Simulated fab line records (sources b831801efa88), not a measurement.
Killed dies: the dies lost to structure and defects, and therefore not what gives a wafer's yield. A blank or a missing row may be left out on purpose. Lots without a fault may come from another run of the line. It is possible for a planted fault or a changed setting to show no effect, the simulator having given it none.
Which of the tools did it? | flow sky130 | 11 lots, 33 wafers sampled, at 4 steps of a route of 708

== WHAT THE GAUGES SHOWED, per wafer ==
SKY_NWELL_TW_MEAS_15. Usual: NWELL_TW gives 1808 (standard deviation 31).
lot  | measured    | on           | NWELL_TW       | flag
L341 | day 4 15:52 | filmMetro-01 | 1788 1803 1789 | 
L342 | day 4 21:06 | filmMetro-02 | 1780 1788 1783 | 
L343 | day 5 04:20 | filmMetro-04 | 1842 1856 1846 | 
L344 | day 5 11:56 | filmMetro-04 | 1851 1848 1859 | 
L345 | day 5 19:33 | filmMetro-02 | 1788 1782 1783 | 
L348 | day 6 06:23 | filmMetro-02 | 1775 1781 1788 | 
L350 | day 7 00:40 | filmMetro-02 | 1783 1771 1763 | 
L351 | day 7 04:11 | filmMetro-04 | 2313 2302 2312 | OFF
L354 | day 7 18:40 | filmMetro-02 | 2215 2206 2200 | OFF
L355 | day 7 23:02 | filmMetro-01 | 1807 1803 1806 | 
L363 | day 9 22:52 | filmMetro-04 | 1854 1856 1845 | 

SKY_NWELL_RS_MEAS_29: measurement is done with a four-point probe. Usual: NWELL_RS gives 624.4 ohm/sq (standard deviation 1.5).
lot  | measured     | on           | NWELL_RS (ohm/sq) | flag
L341 | day 5 09:47  | filmMetro-04 | 623.7 624.3 622.5 | 
L342 | day 5 15:48  | filmMetro-04 | 627.2 626.2 626.7 | 
L343 | day 5 22:58  | filmMetro-02 | 625.3 625.6 626.2 | 
L344 | day 6 07:22  | filmMetro-04 | 628.3 626.5 628.5 | 
L345 | day 6 15:09  | filmMetro-04 | 624.6 622.7 625.7 | 
L348 | day 7 02:14  | filmMetro-04 | 624.7 623.8 623.9 | 
L350 | day 7 21:26  | filmMetro-02 | 625.8 626.0 627.4 | 
L351 | day 8 01:18  | filmMetro-02 | 429.0 428.4 429.2 | OFF
L354 | day 8 15:11  | filmMetro-04 | 430.3 430.6 429.6 | OFF
L355 | day 8 20:24  | filmMetro-01 | 620.9 624.7 623.3 | 
L363 | day 10 20:40 | filmMetro-04 | 625.6 626.1 623.9 | 

SKY_VT_ADJUST_HVTR_CD_MEAS_07 targets a cd of 380 nm. Usual: cdNm 380 nm, standard deviation 3.1.
lot  | measured     | on       | cdNm (nm)   | flag
L341 | day 9 13:42  | cdSem-02 | 378 376 377 | 
L342 | day 9 20:12  | cdSem-02 | 380 380 379 | 
L343 | day 10 05:09 | cdSem-02 | 381 381 383 | 
L344 | day 10 15:30 | cdSem-02 | 384 383 383 | 
L345 | day 10 23:43 | cdSem-01 | 381 380 378 | 
L348 | day 11 15:08 | cdSem-01 | 376 377 378 | 
L350 | day 12 10:41 | cdSem-02 | 379 381 381 | 
L351 | day 12 17:44 | cdSem-02 | 384 383 383 | 
L354 | day 13 09:32 | cdSem-02 | 382 383 384 | 
L355 | day 13 19:06 | cdSem-02 | 376 376 377 | 
L363 | day 16 04:12 | cdSem-01 | 384 384 382 | 

== WHICH TOOL RAN EACH LOT (tool, then ch and the chambers of the sampled wafers, then the start) ==
lot  | SKY_NWELL_IMPLANT_11
L341 | implanter-02 ch 0, day 4 15:19
L342 | implanter-04 ch 0, day 4 20:34
L343 | implanter-04 ch 0, day 5 03:47
L344 | implanter-04 ch 0, day 5 11:23
L345 | implanter-04 ch 0, day 5 19:01
L348 | implanter-01 ch 0, day 6 05:52
L350 | implanter-04 ch 0, day 7 00:07
L351 | implanter-01 ch 0, day 7 03:19
L354 | implanter-02 ch 0, day 7 17:43
L355 | implanter-02 ch 0, day 7 22:29
L363 | implanter-01 ch 0, day 9 22:19
- SKY_NWELL_IMPLANT_11

== WHAT THE TOOLS THEMSELVES READ (means of the sampled wafers that have a number; where no wafer has one, the mark that the record gives instead) ==
The record holds no such reading with a usual standard deviation.

== THE ANSWER, worked out from the rows above alone ==
Rule: lot off if the mean of its wafers having a number is beyond 3 standard deviations from the usual mean. Also off: a lot with no number at a reading for which 4 or more lots have one. All remaining lots with rows at the step are treated as sound. Order of review: gauges by route order, followed by the tools' own readings, for which a lot's mean as printed above is used. The first step at which some lot is off is used, and at that step the reading that is off furthest; a lot without a number counts as furthest.
Off: L351, L354, at SKY_NWELL_TW_MEAS_15 (NWELL_TW).
A tool fits if, at a process step before that reading, it ran every lot that is off, and no sound lot after the first of them. Those tools and the gauges at SKY_NWELL_TW_MEAS_15 are tried in the same way. Of those tried, none fits.

== WHAT THE SIMULATOR PUT IN ==
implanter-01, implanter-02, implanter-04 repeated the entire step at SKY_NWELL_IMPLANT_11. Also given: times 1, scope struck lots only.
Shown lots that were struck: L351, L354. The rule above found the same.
